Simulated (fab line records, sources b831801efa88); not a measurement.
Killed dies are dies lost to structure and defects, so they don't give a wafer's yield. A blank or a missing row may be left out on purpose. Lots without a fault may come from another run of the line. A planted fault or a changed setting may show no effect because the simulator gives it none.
A struck lot beside a sound one | flow sky130 | 28 steps out of a route of 708
Sound: wafers L462.2, L462.3, L462.4. Struck: wafers L479.3, L479.5, L479.6. The cause comes at the end.
At each step with rows: each side's tool, then ch and its chambers, then its first start. Under that, the readings that differ: sound wafers | struck wafers | difference of the means | sigmas: that difference in standard deviations of wafers without a fault.
alike: readings whose means differ by less than 2 such deviations, and words and numbers that are the same on both sides. not compared: withheld readings, readings that some wafer has no value for, bounds like >300 that may hide the same value, and numbers for which the record gives no deviation and whose values overlap.
The two part at a step that has a row with sigmas, a row that says differs or no value, or rows on one side only. Numbers that don't overlap but have no deviation are shown without sigmas and don't part them. A reading that every wafer of one side lacks parts them only if that side has two wafers or more.

first, 5 steps without rows for these wafers: SKY_SONOS_ONO_COAT_08 (resist thk 1140 nm); SKY_SONOS_ONO_SOFTBAKE_09 (time 60 s); SKY_SONOS_ONO_EXPOSE_10 (exposes mask ONOM, target cd 410 nm); SKY_SONOS_ONO_PEB_11; SKY_SONOS_ONO_DEVELOP_12 (develop time 60 s).
SKY_SONOS_ONO_CD_MEAS_13: target cd 410 nm.
  sound on cd_sem-02, day 12 10:22; struck on cd_sem-02, day 18 13:53
  alike: cd_nm
SKY_SONOS_ONO_OVL_MEAS_14:
  sound on overlay-02, day 12 10:29; struck on overlay-01, day 18 13:59
  alike: SONOS_ONO_OVL
SKY_SONOS_ONO_ETCH_15: etches the open film in CHF3/O2, target depth 19.52 nm, time 7.8 s.
  sound on rie_diel-04 ch 1,2,3, day 12 10:31; struck on rie_diel-02 ch 1,2, day 18 14:01
  alike: drypump_motor_current_A, oes_product_au, throttle_valve_pct
  not compared: rf_hours_counter_h
then, 1 step without rows for these wafers: SKY_SONOS_ONO_WET_ETCH_16 (etches SiO2 in dHF, target depth 14 nm, time 280 s).
SKY_SONOS_ONO_STRIP_17: strips in O2/N2.
  sound on plasma_asher-01 ch 0,1, day 12 10:37; struck on plasma_asher-04 ch 0,1, day 18 14:09
  alike: drypump_motor_current_A, oes_product_au, strip_time_to_endpoint_s
  not compared: rf_hours_counter_h
then, 2 steps without rows for these wafers: SKY_SONOS_ONO_WET_ETCH_18 (etches Si3N4 in H3PO4, target depth 15 nm, time 172 s); SKY_GATE_OXIDE_CLEAN_00 (cleans in SC1/SC2, time 150 s).
SKY_GATE_OXIDE_OXIDATION_01: stabilise 600 s, purge 300 s, target thk 10.268 nm.
  sound on furnace-01 ch 0, day 12 12:33; struck on furnace-01 ch 0, day 18 14:25
  reading                                           | sound             | struck               | difference | sigmas
  ox_time_s (s)                                     | 1473 1473 1473    | 662.85 662.85 662.85 | -810.15    |
  model.SiO2_of_GATE_OXIDE_OXIDATION_01.thk_nm (nm) | 10.34 10.05 10.27 | 6.054 6.14 5.988     | -4.159     |
  alike: zone_power_lower_pct
SKY_GATE_OXIDE_THK_MEAS_02:
  sound on film_metro-01, day 12 13:58; struck on film_metro-03, day 18 16:04
  reading                          | sound             | struck         | difference | sigmas
  GATE_OXIDE_OXIDATION_00_THK (nm) | 10.31 10.07 10.28 | 6.07 6.18 5.97 | -4.15      | -17
  not compared: hold
then, 6 steps without rows for these wafers: SKY_GATE_OXIDE_HMDS_04 (prime time 60 s); SKY_GATE_OXIDE_COAT_05 (resist thk 1140 nm); SKY_GATE_OXIDE_SOFTBAKE_06 (time 60 s); SKY_GATE_OXIDE_EXPOSE_07 (exposes mask LVOM, target cd 600 nm); SKY_GATE_OXIDE_PEB_08; SKY_GATE_OXIDE_DEVELOP_09 (develop time 60 s).
SKY_GATE_OXIDE_OVL_MEAS_10:
  sound on overlay-01, day 13 14:04; struck on overlay-01, day 19 20:34
  alike: GATE_OXIDE_OVL
then, 2 steps without rows for these wafers: SKY_GATE_OXIDE_IMPLANT_11; SKY_GATE_OXIDE_WET_ETCH_12 (etches SiO2 in dHF, target depth 16.8 nm, time 336 s).
SKY_GATE_OXIDE_STRIP_13: strips in O2/N2.
  sound on plasma_asher-01 ch 0,1, day 13 14:20; struck on plasma_asher-03 ch 0,1, day 19 20:53
  alike: drypump_motor_current_A, oes_product_au, strip_time_to_endpoint_s
  not compared: rf_hours_counter_h
SKY_GATE_OXIDE_TW_MEAS_14:
  sound on film_metro-01, day 13 14:27; struck on film_metro-04, day 19 21:12
  alike: GATE_OXIDE_TW
  not compared: hold
SKY_GATE_OXIDE_OXIDATION_16: stabilise 600 s, purge 300 s, target thk 3.57 nm.
  sound on furnace-02 ch 0, day 13 16:41; struck on furnace-01 ch 0, day 19 23:21
  reading                                           | sound             | struck            | difference | sigmas
  model.SiO2_of_GATE_OXIDE_OXIDATION_01.thk_nm (nm) | 11.64 11.39 11.54 | 7.849 7.925 7.773 | -3.674     |
  alike: ox_time_s, zone_power_lower_pct
then, 1 step without rows for these wafers: SKY_POLY_GATE_CVD_00 (deposits poly-Si, target thk 180 nm, time 720 s).
-- the record jumps here: 30 days lie between the struck wafers' starts before and after (it left off in module POLY_GATE and takes up again in module PAD_OPEN, whose first step shown is number 708 of the route) --
SKY_PAD_OPEN_PROBE_99:
  sound on prober-01, day 45 11:49; struck on prober-01, day 49 23:40
  reading                                | sound                         | struck                        | difference | sigmas
  model.etest.nfet_16v.r_on_ohm_um       | 1.393e+04 1.394e+04 1.385e+04 | 1.182e+04 1.188e+04 1.2e+04   | -2.007e+03 |
  model.etest.pfet_16v.r_on_ohm_um       | 1.487e+04 1.526e+04 1.461e+04 | 1.374e+04 1.361e+04 1.442e+04 | -9.900e+02 |
  model.etest.pfet_g5v0d10v5.r_on_ohm_um | 4714 4671 4619                | 3970 3978 3955                | -700       |
  model.etest.tip_sonos.rs_ohm_sq        | 2628 2543 2649                | 2038 2033 1982                | -589       |
  model.etest.nfet_g5v0d10v5.r_on_ohm_um | 1893 1846 1843                | 1536 1549 1520                | -326       |
  model.etest.nfet_g5v0d10v5.drive_ua_um | 602.9 620.3 609               | 876.7 866.6 878.9             | +263.3     |
  model.etest.nfet_05v0_nvt.drive_ua_um  | 576.8 584.5 583.1             | 795.9 793.3 802               | +215.6     |
  model.etest.tip_p.rs_ohm_sq            | 6873 6880 6858                | 6772 6705 6742                | -131       |
  alike: killed_at_M0_to_M3, killed_at_M4_up, killed_at_contacts, killed_at_front_end, killed_at_other, killed_dies, killed_open, killed_short

WHERE THEY PART
Only at SKY_GATE_OXIDE_THK_MEAS_02, within this record. Later steps at which nothing parts them and some readings are alike: SKY_GATE_OXIDE_OVL_MEAS_10, SKY_GATE_OXIDE_STRIP_13, SKY_GATE_OXIDE_TW_MEAS_14, SKY_GATE_OXIDE_OXIDATION_16, SKY_PAD_OPEN_PROBE_99.

WHY: what the simulator had put in
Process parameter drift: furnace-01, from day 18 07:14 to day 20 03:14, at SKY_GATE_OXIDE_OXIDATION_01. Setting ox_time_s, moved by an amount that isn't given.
